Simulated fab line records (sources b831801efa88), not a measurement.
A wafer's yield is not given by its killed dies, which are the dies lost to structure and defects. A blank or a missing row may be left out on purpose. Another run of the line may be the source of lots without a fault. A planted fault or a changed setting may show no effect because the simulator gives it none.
What tool caused it? || flow sky130 || 6 lots with 18 wafers sampled at 4 steps, on a route of 708 steps

## WHAT THE GAUGES SHOWED, per wafer
SKY_VIA4_RS_MEAS_19: measures by four-point-probe.
{"lot": "L574", "measured": "day 43 12:26", "on": "filmMetro-03", "VIA4_W_RS (ohm/sq)": "0.2272 0.2276 0.2248"}
{"lot": "L577", "measured": "day 44 04:57", "on": "filmMetro-01", "VIA4_W_RS (ohm/sq)": "0.2272 0.2259 0.2286"}
{"lot": "L578", "measured": "day 44 17:30", "on": "filmMetro-03", "VIA4_W_RS (ohm/sq)": "0.2250 0.2227 0.2238"}
{"lot": "L582", "measured": "day 45 06:01", "on": "filmMetro-04", "VIA4_W_RS (ohm/sq)": "0.2263 0.2256 0.2255"}
{"lot": "L584", "measured": "day 46 12:12", "on": "filmMetro-04", "VIA4_W_RS (ohm/sq)": "0.2272 0.2311 0.2303"}
{"lot": "L593", "measured": "day 48 05:17", "on": "filmMetro-04", "VIA4_W_RS (ohm/sq)": "0.2252 0.2283 0.2253"}

## WHICH TOOL RAN EACH LOT (tool, then ch and the chambers of the sampled wafers, then the start)
{"lot": "L574", "SKY_LOCAL_INTERCONNECT_SPUTTER_00": "pvdSputter-03, day 30 01:14", "SKY_VIA2_CVD_21": "cvdW-02 ch 0,1, day 37 01:50", "SKY_METAL4_ETCH_16": "rieMetal-01 ch 0,1, day 42 10:38"}
{"lot": "L577", "SKY_LOCAL_INTERCONNECT_SPUTTER_00": "pvdSputter-03, day 30 22:41", "SKY_VIA2_CVD_21": "cvdW-01 ch 0,1, day 37 22:28", "SKY_METAL4_ETCH_16": "rieMetal-01 ch 0,1, day 43 03:54"}
{"lot": "L578", "SKY_LOCAL_INTERCONNECT_SPUTTER_00": "pvdSputter-01, day 31 12:49", "SKY_VIA2_CVD_21": "cvdW-02 ch 0,1, day 38 11:55", "SKY_METAL4_ETCH_16": "rieMetal-04 ch 0,1, day 43 17:06"}
{"lot": "L582", "SKY_LOCAL_INTERCONNECT_SPUTTER_00": "pvdSputter-03, day 32 04:20", "SKY_VIA2_CVD_21": "cvdW-02 ch 0,1, day 39 01:06", "SKY_METAL4_ETCH_16": "rieMetal-04 ch 0,1, day 44 05:42"}
{"lot": "L584", "SKY_LOCAL_INTERCONNECT_SPUTTER_00": "pvdSputter-03, day 33 19:08", "SKY_VIA2_CVD_21": "cvdW-02 ch 0,1, day 40 12:28", "SKY_METAL4_ETCH_16": "rieMetal-01 ch 0,1, day 45 12:45"}
{"lot": "L593", "SKY_LOCAL_INTERCONNECT_SPUTTER_00": "pvdSputter-01, day 36 03:09", "SKY_VIA2_CVD_21": "cvdW-01 ch 0,1, day 42 15:23", "SKY_METAL4_ETCH_16": "rieMetal-04 ch 0,1, day 47 07:46"}
- SKY_LOCAL_INTERCONNECT_SPUTTER_00: material TiN, target thk 100 nm, time 83.3 s.
- SKY_VIA2_CVD_21: deposits W, target thk 420 nm, time 126.4 s.
- SKY_METAL4_ETCH_16: etches BARC in N2/H2, stops on SiO2, time 88.2 s, target depth 60 nm.

## THE ANSWER, worked out from the rows above alone
Rule: what is usual is taken from the lots themselves. The widest of any qualifying gaps counts: lots, ordered by their means at a reading, are off when they make up no more than a third of the lots, leave a main group of 4 or more, and stand apart from it by 3 or more times the standard deviation of that group's means. A main group whose means are all the same, to the digits that the tables above print for the reading, isn't used. A lot without any number at a reading at which 4 lots or more have one is off too. The other lots that the step has rows for count as sound.
Across all readings shown, no lot is off: no conclusion can be drawn from this.

## WHAT THE SIMULATOR PUT IN
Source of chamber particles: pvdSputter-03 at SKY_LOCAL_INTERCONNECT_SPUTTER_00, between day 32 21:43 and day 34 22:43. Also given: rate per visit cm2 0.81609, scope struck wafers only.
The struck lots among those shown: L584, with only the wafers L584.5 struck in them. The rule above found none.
